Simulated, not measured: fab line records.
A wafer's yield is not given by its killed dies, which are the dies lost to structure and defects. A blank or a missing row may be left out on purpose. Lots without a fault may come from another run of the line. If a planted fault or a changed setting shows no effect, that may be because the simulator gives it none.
fab line records | flow sky130
record lots=12 | wafers=36 | lastDay=50
route steps=708 shown LDD_LDN@301 SD_N@346 RES_XHIGH@360 LI_CONTACT@364 PAD_OPEN@708
lots that met no fault: from a run of the same line without faults
startH: start of the lot's first displayed wafer, in hours after the record's first day | waitH: hours elapsed since this lot's preceding step | " the same as in the row above | L1.1+2: a single row standing in for several wafers | - no value present, or no start provided | * or withheld: withheld | < > ~ a bound
route shown NAME@n: NAME is a module with steps in the file, n the number in the route of the first one | usual: mean and standard deviation over wafers with no fault | same: alike in all rows | chamber/n: place in a boat | sites: per-site readings | _std_site: standard deviation across them | _edge_site: outer sites' mean less inner sites' | radiusMm: for every site, how far away it sits from the centre of the wafer | mask NAME#n: copy n | behind: the last tool/chamber to shape the wafer | hold: why the lot was held/for how many hours/how that ended | device: names the non-switching transistor (n, p or np) | end of line: tests run on the same wafers once the route is complete | for a step that has no rows: nothing shown but its recipe | killed: dies that structure and defects cost at the first sort, which is not the same as the wafer's yield | map: per-die view of a wafer (x killed, . not killed, _ where there is no die)
set.NAME: the setting the step ran with; set.NAME@STEP: the setting that earlier step ran with | model.NAME: the simulator's own value behind a step, which no gauge read
route steps across a sampled set of lots; one table per step, one row per wafer
services: the hour from which a tool's chamber was out of use, counted from the record's first day as startH (under 0 if before that day), plus the number of hours and why
## steps
# step SKY_LDD_LDN_STRIP_12
# recipe chemistry=O2/N2 | powerW=1400 | pressureMtorr=1500 | platenTempC=withheld | o2FlowSccm=3000 | n2FlowSccm=300 | overashFraction=0.5
# usual drypumpMotorCurrentA=5.6/0.43 | oesProductAu=0.715/0.0049 | stripTimeToEndpointS=14.18/0.037
lot.wafer | tool           | chamber | startH | waitH | drypumpMotorCurrentA | oesProductAu | rfHoursCounterH | stripTimeToEndpointS
L593.2    | plasmaAsher-02 | 0       | 515.32 | 0.1   | 5.6                  | 0.719        | 9               | 14.19
L593.4    | "              | 1       | "      | "     | 5.1                  | 0.716        | -               | 14.18
L593.6    | "              | 0       | "      | "     | 5.6                  | 0.716        | -               | 14.21
L599.1    | plasmaAsher-03 | 0       | 581.02 | 0.1   | 5.9                  | 0.723        | 43              | 14.14
L599.2    | "              | 1       | "      | "     | 5.8                  | 0.713        | 43              | 14.14
L599.3    | "              | 1       | "      | "     | 5.8                  | 0.712        | -               | 14.11
L600.2    | plasmaAsher-04 | 0       | 584.97 | 0.1   | 6.3                  | 0.715        | 95              | 14.16
L600.5    | "              | 1       | "      | "     | 5.2                  | 0.723        | -               | 14.16
L600.6    | "              | 0       | "      | "     | 6.3                  | 0.714        | -               | 14.15
L601.1    | plasmaAsher-03 | 0       | 592.17 | 0.1   | 5.9                  | 0.720        | 45              | 14.17
L601.2    | "              | 1       | "      | "     | 5.7                  | 0.713        | 45              | 14.18
L601.5    | "              | 0       | "      | "     | 5.9                  | 0.715        | -               | 14.18
L602.3    | plasmaAsher-04 | 0       | 599.55 | 0.1   | 6.3                  | 0.707        | -               | 14.12
L602.4    | "              | 1       | "      | "     | 5.3                  | 0.719        | -               | 14.16
L602.6    | "              | 0       | "      | "     | 6.3                  | 0.721        | -               | 14.18
L603.1    | plasmaAsher-02 | 1       | 622.13 | 0.1   | 5.1                  | 0.719        | 19              | 14.17
L603.4    | "              | 1       | "      | "     | 5.1                  | 0.719        | -               | 14.22
L603.5    | "              | 0       | "      | "     | 5.6                  | 0.721        | -               | 14.22
L604.4    | plasmaAsher-02 | 1       | 622.50 | 0.1   | 5.1                  | 0.716        | -               | 14.25
L604.5    | "              | 1       | "      | "     | 5.1                  | 0.718        | -               | 14.20
L604.6    | "              | 0       | "      | "     | 5.6                  | 0.714        | -               | 14.20
L606.1    | plasmaAsher-04 | 0       | 628.13 | 0.1   | 6.3                  | 0.715        | 99              | 14.16
L606.3    | "              | 1       | "      | "     | 5.2                  | 0.711        | -               | 14.17
L606.6    | "              | 0       | "      | "     | 6.3                  | 0.716        | -               | 14.17
L607.3    | plasmaAsher-02 | 0       | 641.66 | 0.1   | 5.6                  | 0.717        | -               | 14.23
L607.5    | "              | 0       | "      | "     | 5.5                  | 0.705        | -               | 14.20
L607.6    | "              | 1       | "      | "     | 5.1                  | 0.721        | -               | 14.21
L608.1    | plasmaAsher-04 | 0       | 676.62 | 0.1   | 6.3                  | 0.719        | 104             | 14.20
L608.2    | "              | 1       | "      | "     | 5.2                  | 0.716        | 104             | 14.23
L608.4    | "              | 1       | "      | "     | 5.2                  | 0.714        | -               | 14.17
L610.4    | plasmaAsher-03 | 1       | 680.55 | 0.1   | 5.8                  | 0.718        | -               | 14.26
L610.5    | "              | 1       | "      | "     | 5.7                  | 0.699        | -               | 14.20
L610.6    | "              | 0       | "      | "     | 5.8                  | 0.719        | -               | 14.21
L616.2    | plasmaAsher-02 | 1       | 723.27 | 0.1   | 5.1                  | 0.716        | 29              | 14.16
L616.5    | "              | 1       | "      | "     | 5.1                  | 0.716        | -               | 14.16
L616.6    | "              | 0       | "      | "     | 5.6                  | 0.712        | -               | 14.19
# step SKY_SD_N_EXPOSE_04
# recipe maskId=NSDM | na=0.6 | sourceShape=conventional | sigmaOuter=0.6 | polarization=unpolarized | targetCdNm=380 | doseMj=141
# usual stageVelMmS=500.04/0.28
# same na=0.6
lot.wafer | tool            | chamber | startH | waitH | mask   | stageVelMmS
L593.2    | ilineStepper-01 | 0       | 618.60 | -     | NSDM#0 | 500.34
L593.4    | "               | 0       | "      | "     | NSDM#0 | 499.90
L593.6    | "               | 0       | "      | "     | NSDM#0 | 499.89
L599.1    | ilineStepper-02 | 0       | 682.34 | -     | NSDM#0 | 499.80
L599.2    | "               | 0       | "      | "     | NSDM#0 | 499.82
L599.3    | "               | 0       | "      | "     | NSDM#0 | 500.04
L600.2    | ilineStepper-02 | 0       | 686.61 | -     | NSDM#0 | 499.75
L600.5    | "               | 0       | "      | "     | NSDM#0 | 499.73
L600.6    | "               | 0       | "      | "     | NSDM#0 | 499.94
L601.1    | ilineStepper-02 | 0       | 694.54 | -     | NSDM#0 | 499.94
L601.2    | "               | 0       | "      | "     | NSDM#0 | 500.18
L601.5    | "               | 0       | "      | "     | NSDM#0 | 500.34
L602.3    | ilineStepper-02 | 0       | 702.77 | -     | NSDM#0 | 499.71
L602.4    | "               | 0       | "      | "     | NSDM#0 | 500.10
L602.6    | "               | 0       | "      | "     | NSDM#0 | 500.09
L603.1    | ilineStepper-02 | 0       | 723.84 | -     | NSDM#0 | 500.12
L603.4    | "               | 0       | "      | "     | NSDM#0 | 500.27
L603.5    | "               | 0       | "      | "     | NSDM#0 | 500.30
L604.4    | ilineStepper-02 | 0       | 725.19 | -     | NSDM#0 | 500.25
L604.5    | "               | 0       | "      | "     | NSDM#0 | 500.54
L604.6    | "               | 0       | "      | "     | NSDM#0 | 500.50
L606.1    | ilineStepper-01 | 0       | 729.61 | -     | NSDM#0 | 500.51
L606.3    | "               | 0       | "      | "     | NSDM#0 | 499.87
L606.6    | "               | 0       | "      | "     | NSDM#0 | 500.21
L607.3    | ilineStepper-01 | 0       | 742.58 | -     | NSDM#0 | 500.58
L607.5    | "               | 0       | "      | "     | NSDM#0 | 500.23
L607.6    | "               | 0       | "      | "     | NSDM#0 | 500.40
L608.1    | ilineStepper-01 | 0       | 773.76 | -     | NSDM#0 | 500.02
L608.2    | "               | 0       | "      | "     | NSDM#0 | 499.80
L608.4    | "               | 0       | "      | "     | NSDM#0 | 500.27
L610.4    | ilineStepper-01 | 0       | 780.39 | -     | NSDM#0 | 499.98
L610.5    | "               | 0       | "      | "     | NSDM#0 | 500.28
L610.6    | "               | 0       | "      | "     | NSDM#0 | 499.70
L616.2    | ilineStepper-01 | 0       | 817.45 | -     | NSDM#0 | 500.11
L616.5    | "               | 0       | "      | "     | NSDM#0 | 499.84
L616.6    | "               | 0       | "      | "     | NSDM#0 | 499.77
# step SKY_SD_N_OVL_MEAS_08
# usual SD_N_OVL=0.0/1.4
lot.wafer | tool       | chamber | startH | waitH | SD_N_OVL[nm]
L593.2    | overlay-01 | -       | 632.52 | 0.1   | 0.4
L593.4    | "          | -       | "      | "     | -0.2
L593.6    | "          | -       | "      | "     | -0.1
L599.1    | overlay-01 | -       | 696.66 | 0.1   | -2.0
L599.2    | "          | -       | "      | "     | -0.9
L599.3    | "          | -       | "      | "     | -0.3
L600.2    | overlay-01 | -       | 701.67 | 0.1   | 0.7
L600.5    | "          | -       | "      | "     | -0.4
L600.6    | "          | -       | "      | "     | 0.5
L601.1    | overlay-02 | -       | 708.71 | 0.1   | 229.1
L601.2    | "          | -       | "      | "     | 228.9
L601.5    | "          | -       | "      | "     | 228.1
L602.3    | overlay-01 | -       | 716.02 | 0.1   | 227.5
L602.4    | "          | -       | "      | "     | 229.2
L602.6    | "          | -       | "      | "     | 228.1
L603.1    | overlay-01 | -       | 737.56 | 0.1   | 228.3
L603.4    | "          | -       | "      | "     | 227.5
L603.5    | "          | -       | "      | "     | 227.7
L604.4    | overlay-02 | -       | 738.98 | 0.1   | 228.7
L604.5    | "          | -       | "      | "     | 228.4
L604.6    | "          | -       | "      | "     | 227.1
L606.1    | overlay-01 | -       | 743.01 | 0.1   | -2.2
L606.3    | "          | -       | "      | "     | -2.6
L606.6    | "          | -       | "      | "     | -2.0
L607.3    | overlay-02 | -       | 756.12 | 0.1   | -1.7
L607.5    | "          | -       | "      | "     | -1.6
L607.6    | "          | -       | "      | "     | -2.7
L608.1    | overlay-02 | -       | 786.66 | 0.1   | 3.5
L608.2    | "          | -       | "      | "     | 4.5
L608.4    | "          | -       | "      | "     | 1.1
L610.4    | overlay-01 | -       | 793.13 | 0.1   | 0.5
L610.5    | "          | -       | "      | "     | -0.1
L610.6    | "          | -       | "      | "     | -0.7
L616.2    | overlay-02 | -       | 828.36 | 0.1   | -0.1
L616.5    | "          | -       | "      | "     | 1.8
L616.6    | "          | -       | "      | "     | 0.4
# step SKY_SD_N_RS_MEAS_18
# recipe thkMeasGauge=four-point-probe
# usual RES_XHIGH_RS=333.5/1.3
lot.wafer | tool         | chamber | startH | waitH | RES_XHIGH_RS[ohm/sq]
L593.2    | filmMetro-04 | -       | 633.49 | 0.1   | 332.4
L593.4    | "            | -       | "      | "     | 332.6
L593.6    | "            | -       | "      | "     | 333.1
L599.1    | filmMetro-02 | -       | 697.61 | 0.1   | 335.6
L599.2    | "            | -       | "      | "     | 336.2
L599.3    | "            | -       | "      | "     | 336.1
L600.2    | filmMetro-02 | -       | 702.64 | 0.1   | 334.2
L600.5    | "            | -       | "      | "     | 335.7
L600.6    | "            | -       | "      | "     | 335.2
L601.1    | filmMetro-03 | -       | 709.66 | 0.1   | 334.4
L601.2    | "            | -       | "      | "     | 333.7
L601.5    | "            | -       | "      | "     | 334.7
L602.3    | filmMetro-03 | -       | 717.00 | 0.1   | 331.4
L602.4    | "            | -       | "      | "     | 331.6
L602.6    | "            | -       | "      | "     | 331.8
L603.1    | filmMetro-03 | -       | 738.52 | 0.1   | 330.5
L603.4    | "            | -       | "      | "     | 331.6
L603.5    | "            | -       | "      | "     | 329.8
L604.4    | filmMetro-03 | -       | 739.98 | 0.1   | 333.9
L604.5    | "            | -       | "      | "     | 333.2
L604.6    | "            | -       | "      | "     | 333.9
L606.1    | filmMetro-04 | -       | 744.00 | 0.1   | 331.5
L606.3    | "            | -       | "      | "     | 332.4
L606.6    | "            | -       | "      | "     | 331.2
L607.3    | filmMetro-02 | -       | 757.12 | 0.1   | 334.3
L607.5    | "            | -       | "      | "     | 333.3
L607.6    | "            | -       | "      | "     | 334.8
L608.1    | filmMetro-03 | -       | 787.62 | 0.1   | 333.9
L608.2    | "            | -       | "      | "     | 332.6
L608.4    | "            | -       | "      | "     | 332.9
L610.4    | filmMetro-03 | -       | 794.13 | 0.1   | 332.9
L610.5    | "            | -       | "      | "     | 333.1
L610.6    | "            | -       | "      | "     | 332.7
L616.2    | filmMetro-03 | -       | 829.33 | 0.1   | 334.1
L616.5    | "            | -       | "      | "     | 334.5
L616.6    | "            | -       | "      | "     | 333.8
# step SKY_LI_CONTACT_CMP_02
# recipe material=PSG | downForcePsi=4 | platenRpm=60 | padVelocityMS=0.94248
# usual motorCurrentA=12.1/1 | timeToEndpointS=32.2/2.5
lot.wafer | tool   | chamber | startH | waitH | motorCurrentA | timeToEndpointS
L593.2    | cmp-02 | 3       | 633.87 | 0.1   | 12.4          | 32.6
L593.4    | "      | 0       | "      | "     | 10.9          | 29.1
L593.6    | "      | 1       | "      | "     | 11.9          | 35.8
L599.2    | cmp-02 | 2       | 697.96 | 0.1   | 10.5          | 32.4
L599.1    | "      | 3       | "      | "     | 13.1          | 34.4
L599.3    | "      | 0       | "      | "     | 10.9          | 28.4
L600.2    | cmp-02 | 3       | 703.07 | 0.2   | 12.6          | 34.8
L600.6    | "      | 0       | "      | "     | 11.0          | 30.6
L600.5    | "      | 1       | "      | "     | 12.6          | 33.3
L601.1    | cmp-02 | 3       | 710.06 | 0.1   | 13.3          | 32.0
L601.2    | "      | 0       | "      | "     | 10.5          | 30.1
L601.5    | "      | 1       | "      | "     | 11.8          | 33.7
L602.3    | cmp-02 | 0       | 717.26 | 0.0   | 11.0          | 32.6
L602.4    | "      | 2       | "      | "     | 11.1          | 34.4
L602.6    | "      | 1       | "      | "     | 11.7          | 36.0
L603.4    | cmp-02 | 0       | 738.81 | 0.0   | 11.3          | 30.4
L603.1    | "      | 1       | "      | "     | 12.7          | 32.5
L603.5    | "      | 1       | "      | "     | 12.4          | 32.2
L604.4    | cmp-02 | 0       | 740.22 | 0.0   | 11.2          | 26.5
L604.5    | "      | 0       | "      | "     | 11.3          | 30.4
L604.6    | "      | 1       | "      | "     | 12.6          | 31.5
L606.1    | cmp-02 | 3       | 744.36 | 0.1   | 13.2          | 31.7
L606.3    | "      | 1       | "      | "     | 13.4          | 31.8
L606.6    | "      | 2       | "      | "     | 11.3          | 33.7
L607.3    | cmp-02 | 0       | 757.38 | 0.0   | 10.7          | 31.1
L607.6    | "      | 0       | "      | "     | 11.0          | 31.2
L607.5    | "      | 1       | "      | "     | 12.7          | 34.8
L608.1    | cmp-02 | 0       | 787.97 | 0.1   | 11.1          | 30.5
L608.4    | "      | 1       | "      | "     | 12.5          | 35.1
L608.2    | "      | 2       | "      | "     | 11.3          | 30.8
L610.4    | cmp-02 | 1       | 794.37 | 0.0   | 11.6          | 33.2
L610.6    | "      | 1       | "      | "     | 12.4          | 32.5
L610.5    | "      | 2       | "      | "     | 10.9          | 34.4
L616.2    | cmp-02 | 1       | 829.71 | 0.1   | 11.9          | 32.7
L616.6    | "      | 3       | "      | "     | 12.7          | 30.5
L616.5    | "      | 0       | "      | "     | 10.6          | 29.0
# step SKY_PAD_OPEN_PROBE_99
# usual killed_at_M0_to_M3=44/6.5 | killed_at_M4_up=3.3/1.9 | killedAtContacts=23/4.7 | killedAtFrontEnd=15/4.5 | killedAtOther=0.2/0.52 | killedDies=86/8.9 | killedOnRim=17/3.7 | killedOpen=47/6.8 | killedShort=39/6.1
# same grossDies=492 | killedAtBackSide=0
lot.wafer | tool      | chamber | startH  | waitH | killed_at_M0_to_M3 | killed_at_M4_up | killedAtContacts | killedAtFrontEnd | killedAtOther | killedDies | killedOnRim | killedOpen | killedShort
L593.2    | prober-01 | -       | 1057.68 | 0.1   | 41                 | 3               | 25               | 16               | 1             | 86         | 21          | 50         | 36
L593.4    | prober-01 | -       | 1057.78 | 0.2   | 42                 | 1               | 16               | 23               | 0             | 82         | 10          | 41         | 41
L593.6    | prober-01 | -       | 1057.88 | 0.2   | 41                 | 4               | 20               | 22               | 0             | 87         | 17          | 45         | 42
L599.1    | prober-02 | -       | 1106.56 | 0.1   | 46                 | 5               | 18               | 16               | 0             | 85         | 24          | 47         | 38
L599.2    | prober-02 | -       | 1106.61 | 0.1   | 59                 | 1               | 21               | 19               | 0             | 100        | 23          | 55         | 45
L599.3    | prober-02 | -       | 1106.66 | 0.2   | 37                 | 4               | 26               | 20               | 0             | 87         | 18          | 49         | 38
L601.1    | prober-01 | -       | 1114.56 | 0.1   | 41                 | 5               | 26               | 420              | 0             | 492        | 96          | 55         | 27
L601.2    | prober-01 | -       | 1114.61 | 0.1   | 45                 | 2               | 23               | 422              | 0             | 492        | 96          | 40         | 42
L601.5    | prober-01 | -       | 1114.76 | 0.2   | 44                 | 1               | 29               | 418              | 0             | 492        | 96          | 48         | 31
L602.3    | prober-02 | -       | 1119.68 | 0.2   | 33                 | 3               | 22               | 434              | 0             | 492        | 96          | 41         | 31
L602.4    | prober-02 | -       | 1119.73 | 0.2   | 48                 | 7               | 13               | 424              | 0             | 492        | 96          | 47         | 37
L602.6    | prober-02 | -       | 1119.83 | 0.2   | 27                 | 2               | 21               | 441              | 1             | 492        | 96          | 41         | 37
L603.1    | prober-01 | -       | 1134.80 | 0.1   | 52                 | 4               | 17               | 419              | 0             | 492        | 96          | 49         | 41
L603.4    | prober-01 | -       | 1134.95 | 0.2   | 30                 | 8               | 24               | 430              | 0             | 492        | 96          | 35         | 40
L603.5    | prober-01 | -       | 1135.00 | 0.2   | 46                 | 3               | 32               | 411              | 0             | 492        | 96          | 50         | 45
L604.4    | prober-02 | -       | 1136.46 | 0.2   | 31                 | 3               | 18               | 440              | 0             | 492        | 96          | 39         | 33
L604.5    | prober-02 | -       | 1136.51 | 0.2   | 38                 | 0               | 19               | 435              | 0             | 492        | 96          | 30         | 37
L604.6    | prober-02 | -       | 1136.56 | 0.2   | 40                 | 1               | 27               | 423              | 1             | 492        | 96          | 40         | 42
L610.4    | prober-02 | -       | 1174.82 | 0.2   | 51                 | 3               | 21               | 11               | 0             | 86         | 13          | 46         | 40
L610.5    | prober-02 | -       | 1174.87 | 0.2   | 38                 | 2               | 29               | 17               | 0             | 86         | 17          | 44         | 42
L610.6    | prober-02 | -       | 1174.92 | 0.2   | 51                 | 4               | 20               | 25               | 0             | 100        | 14          | 52         | 48
# killed by level:class
L593.2 VIA1:geometricParticle:open=10 CONTACT:geometricParticle:open=10 VIA2:geometricParticle:open=6 LI_CONTACT:geometricParticle:open=5 VIA3:geometricParticle:open=5 CONTACT:geometricParticle:short=5 VIA1:geometricParticle:short=5 METAL1:geometricParticle:short=5
L593.4 FIELD_ISO:geometricParticle:short=10 VIA3:geometricParticle:open=10 VIA1:geometricParticle:short=10 LI_CONTACT:geometricParticle:open=6 CONTACT:geometricParticle:open=6 VIA1:geometricParticle:open=5 POLY_GATE:geometricParticle:open=4 POLY_CUT:geometricParticle:open=3
L593.6 VIA1:geometricParticle:open=9 POLY_GATE:geometricParticle:short=8 CONTACT:geometricParticle:open=8 LI_CONTACT:geometricParticle:open=5 VIA3:geometricParticle:open=5 VIA1:geometricParticle:short=5 VIA2:geometricParticle:short=4 POLY_GATE:geometricParticle:open=4
L599.1 VIA1:geometricParticle:open=11 VIA3:geometricParticle:open=8 CONTACT:geometricParticle:open=8 FIELD_ISO:geometricParticle:short=7 FIELD_ISO:geometricParticle:open=6 METAL2:geometricParticle:short=6 VIA2:geometricParticle:open=6 VIA1:geometricParticle:short=5
L599.2 CONTACT:geometricParticle:open=11 VIA1:geometricParticle:open=11 VIA2:geometricParticle:open=9 VIA3:geometricParticle:open=9 VIA1:geometricParticle:short=8 FIELD_ISO:geometricParticle:open=5 FIELD_ISO:geometricParticle:short=5 POLY_GATE:geometricParticle:short=5
L599.3 CONTACT:geometricParticle:open=10 VIA1:geometricParticle:open=9 LI_CONTACT:geometricParticle:open=7 FIELD_ISO:geometricParticle:open=6 LOCAL_INTERCONNECT:geometricParticle:short=5 VIA3:geometricParticle:open=5 POLY_GATE:geometricParticle:short=4 METAL1:geometricParticle:short=4
L601.1 SD_N:overlay=410 CONTACT:geometricParticle:open=11 LI_CONTACT:geometricParticle:open=10 VIA3:geometricParticle:open=9 VIA1:geometricParticle:open=8 METAL2:geometricParticle:short=6 VIA2:geometricParticle:open=5 METAL4:geometricParticle:short=5
L601.2 SD_N:overlay=410 METAL2:geometricParticle:short=14 CONTACT:geometricParticle:open=9 VIA1:geometricParticle:open=9 VIA3:geometricParticle:open=5 LOCAL_INTERCONNECT:geometricParticle:short=5 CONTACT:geometricParticle:short=5 VIA2:geometricParticle:open=5
L601.5 SD_N:overlay=413 CONTACT:geometricParticle:open=15 VIA3:geometricParticle:open=11 VIA1:geometricParticle:open=10 METAL1:geometricParticle:short=7 LI_CONTACT:geometricParticle:open=7 METAL2:geometricParticle:short=7 LOCAL_INTERCONNECT:geometricParticle:short=4
L602.3 SD_N:overlay=420 CONTACT:geometricParticle:open=9 VIA1:geometricParticle:open=7 CONTACT:geometricParticle:short=6 METAL1:geometricParticle:short=5 VIA2:geometricParticle:short=5 FIELD_ISO:geometricParticle:open=4 POLY_GATE:geometricParticle:open=4
L602.4 SD_N:overlay=408 VIA1:geometricParticle:open=11 METAL2:geometricParticle:short=6 VIA3:geometricParticle:open=6 FIELD_ISO:geometricParticle:open=5 VIA1:geometricParticle:short=5 POLY_GATE:geometricParticle:short=5 VIA2:geometricParticle:open=5
L602.6 SD_N:overlay=414 FIELD_ISO:geometricParticle:open=9 FIELD_ISO:geometricParticle:short=9 LI_CONTACT:geometricParticle:open=8 VIA3:geometricParticle:open=7 CONTACT:geometricParticle:short=5 VIA2:geometricParticle:short=5 VIA1:geometricParticle:open=4
L603.1 SD_N:overlay=402 VIA2:geometricParticle:open=11 VIA1:geometricParticle:open=9 LI_CONTACT:geometricParticle:open=8 METAL2:geometricParticle:short=7 METAL3:geometricParticle:short=6 CONTACT:geometricParticle:open=5 FIELD_ISO:geometricParticle:short=4
L603.4 SD_N:overlay=417 VIA1:geometricParticle:open=10 CONTACT:geometricParticle:open=8 LOCAL_INTERCONNECT:geometricParticle:short=7 METAL4:geometricParticle:short=7 VIA2:geometricParticle:short=4 LI_CONTACT:geometricParticle:open=3 CONTACT:geometricParticle:short=3
L603.5 SD_N:overlay=397 VIA1:geometricParticle:open=12 CONTACT:geometricParticle:open=10 CONTACT:geometricParticle:short=9 LOCAL_INTERCONNECT:geometricParticle:short=8 VIA1:geometricParticle:short=7 VIA2:geometricParticle:open=7 VIA3:geometricParticle:open=6
L604.4 SD_N:overlay=420 VIA2:geometricParticle:open=8 VIA1:geometricParticle:open=7 POLY_GATE:geometricParticle:open=6 CONTACT:geometricParticle:open=6 LI_CONTACT:geometricParticle:open=6 POLY_GATE:geometricParticle:short=4 METAL2:geometricParticle:short=4
L604.5 SD_N:overlay=425 VIA1:geometricParticle:open=8 VIA3:geometricParticle:open=6 LOCAL_INTERCONNECT:geometricParticle:short=5 CONTACT:geometricParticle:open=5 METAL1:geometricParticle:short=5 FIELD_ISO:geometricParticle:short=4 LI_CONTACT:geometricParticle:open=4
L604.6 SD_N:overlay=410 CONTACT:geometricParticle:open=8 LI_CONTACT:geometricParticle:open=7 CONTACT:geometricParticle:short=6 VIA2:geometricParticle:short=6 FIELD_ISO:geometricParticle:open=5 VIA1:geometricParticle:open=5 METAL1:geometricParticle:short=5
L610.4 VIA1:geometricParticle:open=14 VIA3:geometricParticle:open=8 METAL2:geometricParticle:short=8 LOCAL_INTERCONNECT:geometricParticle:short=6 CONTACT:geometricParticle:open=6 CONTACT:geometricParticle:short=4 METAL1:geometricParticle:short=4 VIA1:geometricParticle:short=4
L610.5 CONTACT:geometricParticle:open=12 VIA1:geometricParticle:open=11 VIA1:geometricParticle:short=7 LI_CONTACT:geometricParticle:open=6 LOCAL_INTERCONNECT:geometricParticle:short=5 FIELD_ISO:geometricParticle:short=4 FIELD_ISO:geometricParticle:open=4 POLY_GATE:geometricParticle:short=4
L610.6 VIA1:geometricParticle:open=16 FIELD_ISO:geometricParticle:short=8 METAL1:geometricParticle:short=6 LI_CONTACT:geometricParticle:open=6 CONTACT:geometricParticle:short=6 VIA2:geometricParticle:open=6 POLY_GATE:geometricParticle:short=5 METAL2:geometricParticle:short=5
## services
tool            | chamber | startH | hours | kind
ilineStepper-02 | -       | 506.78 | 3.1   | repair
cmp-02          | -       | 514.13 | 4.4   | repair
cmp-02          | -       | 526.66 | 3.8   | pm
ilineStepper-01 | -       | 527.88 | 8.9   | pm
ilineStepper-02 | -       | 531.30 | 21.6  | repair
plasmaAsher-02  | -       | 540.61 | 2.1   | repair
cmp-02          | -       | 545.87 | 1.8   | repair
ilineStepper-01 | -       | 560.38 | 2.9   | repair
cmp-02          | -       | 572.53 | 4.0   | pm
ilineStepper-01 | -       | 584.85 | 1.7   | pm
ilineStepper-02 | -       | 646.07 | 16.9  | repair
cmp-02          | -       | 661.41 | 2.5   | repair
ilineStepper-02 | -       | 679.67 | 1.7   | pm
cmp-02          | -       | 681.15 | 1.8   | repair
ilineStepper-01 | -       | 686.21 | 1.4   | repair
cmp-02          | -       | 687.41 | 3.3   | repair
cmp-02          | -       | 698.35 | 1.1   | repair
ilineStepper-01 | -       | 715.01 | 7.2   | repair
ilineStepper-01 | -       | 772.80 | 0.8   | pm
cmp-02          | -       | 789.24 | 4.1   | repair
ilineStepper-02 | -       | 800.70 | 5.6   | repair
ilineStepper-01 | -       | 806.26 | 1.7   | pm
cmp-02          | -       | 817.69 | 2.8   | repair
cmp-02          | -       | 826.24 | 1.8   | repair
## key
firstSign step=SKY_SD_N_OVL_MEAS_08 | reading=SD_N_OVL | direction=up | sigmas=99+ | usual=0.0 | struck=228.2
effect step=SKY_PAD_OPEN_PROBE_99 | reading=killedAtFrontEnd | direction=up | sigmas=91 | usual=15 | struck=426
moreKillsBornAt SKY_SD_N_EXPOSE_04@ilineStepper-02=4946
metAt SKY_SD_N_EXPOSE_04
struckLots L601,L602,L603,L604
testerLeftOut L601,L602,L603,L604
notActingAt SKY_LDD_LDN_STRIP_12,SKY_SD_N_RS_MEAS_18,SKY_LI_CONTACT_CMP_02
onsetBetween 686.61 694.54
fault kind=scannerMatchingOverlay | tool=ilineStepper-02 | chamber=- | onsetH=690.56 | steps=SKY_SD_N_EXPOSE_04 | offset=228.54
# testerLeftOut: of these lots the tester's yield and bins aren't shown, on N5 and GAA mostly nor the transistor test; their killed dies are dies lost to structure and defects alone, not to doping, threshold or leakage, so they don't give the yield
